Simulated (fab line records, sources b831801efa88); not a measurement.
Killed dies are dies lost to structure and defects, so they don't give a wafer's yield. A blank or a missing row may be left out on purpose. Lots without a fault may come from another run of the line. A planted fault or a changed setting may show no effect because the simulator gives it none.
One fault seen from 2 desks | flow sky130 | each desk has only its own numbers; what lay behind them comes last

THE METROLOGY DESK
What the gauges read, lot by lot, whatever tool the lot ran on: means of the sampled wafers that have a number. A lot is out of limits, marked OUT, if its mean lies more than 4 standard deviations from the usual mean; the brackets give that distance.
Columns: A = PASSIVATION_CVD_02_THK at SKY_PASSIVATION_THK_MEAS_03, usual 539 nm
lot  | first seen here | A
L726 | day 44 12:03    | 539
L730 | day 46 12:39    | 536
L733 | day 47 03:14    | 536
L734 | day 47 04:50    | 546
L736 | day 47 05:20    | 543
L735 | day 47 07:48    | 472 (-9.3) OUT
L740 | day 48 04:49    | 538
L739 | day 48 09:08    | 478 (-8.5) OUT
L741 | day 48 17:17    | 534
L744 | day 49 00:53    | 534
L748 | day 49 20:58    | 542
This desk's finding: out of limits on L735, L739; first on L735, day 47 07:48 (PASSIVATION_CVD_02_THK at SKY_PASSIVATION_THK_MEAS_03). In limits: L726, L730, L733, L734, L736, L740, L741, L744, L748.

THE TOOL OWNER'S DESK: pecvd-02
The tool's own readings at SKY_PASSIVATION_CVD_02 (deposits Si3N4, target thk 540 nm): means of the sampled wafers that have a number, for each lot that ran on this tool. A lot is out of limits, marked OUT, if its mean lies more than 4 standard deviations from the usual mean; the brackets give that distance.
Columns: A = heater_power_w at SKY_PASSIVATION_CVD_02, usual 703 W
lot  | first seen here | A
L726 | day 44 11:50    | 682
L730 | day 46 12:25    | 721
L736 | day 47 05:06    | 665
L735 | day 47 07:34    | 621
L739 | day 48 08:59    | 727
This desk's finding: nothing out of limits on any of the 5 lots.

PUT TOGETHER
The metrology desk could have raised an alarm at day 47 07:48, on L735, L739.
The tool owner's desk saw nothing out of limits.
The tool owner's desk has L735, L739 on record, within its limits.
Of the lots named, all ran SKY_PASSIVATION_CVD_02 on pecvd-02.

WHAT THE SIMULATOR HAD PUT IN
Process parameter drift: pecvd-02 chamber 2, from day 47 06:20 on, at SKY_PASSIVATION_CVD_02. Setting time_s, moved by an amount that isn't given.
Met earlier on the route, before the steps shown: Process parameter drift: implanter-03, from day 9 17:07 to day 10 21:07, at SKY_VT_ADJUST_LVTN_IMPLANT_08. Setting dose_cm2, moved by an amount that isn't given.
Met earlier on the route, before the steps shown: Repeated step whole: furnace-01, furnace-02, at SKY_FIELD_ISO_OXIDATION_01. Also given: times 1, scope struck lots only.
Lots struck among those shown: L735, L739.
Hours from the fault's start to each desk's first reading out of limits: the metrology desk, 1.
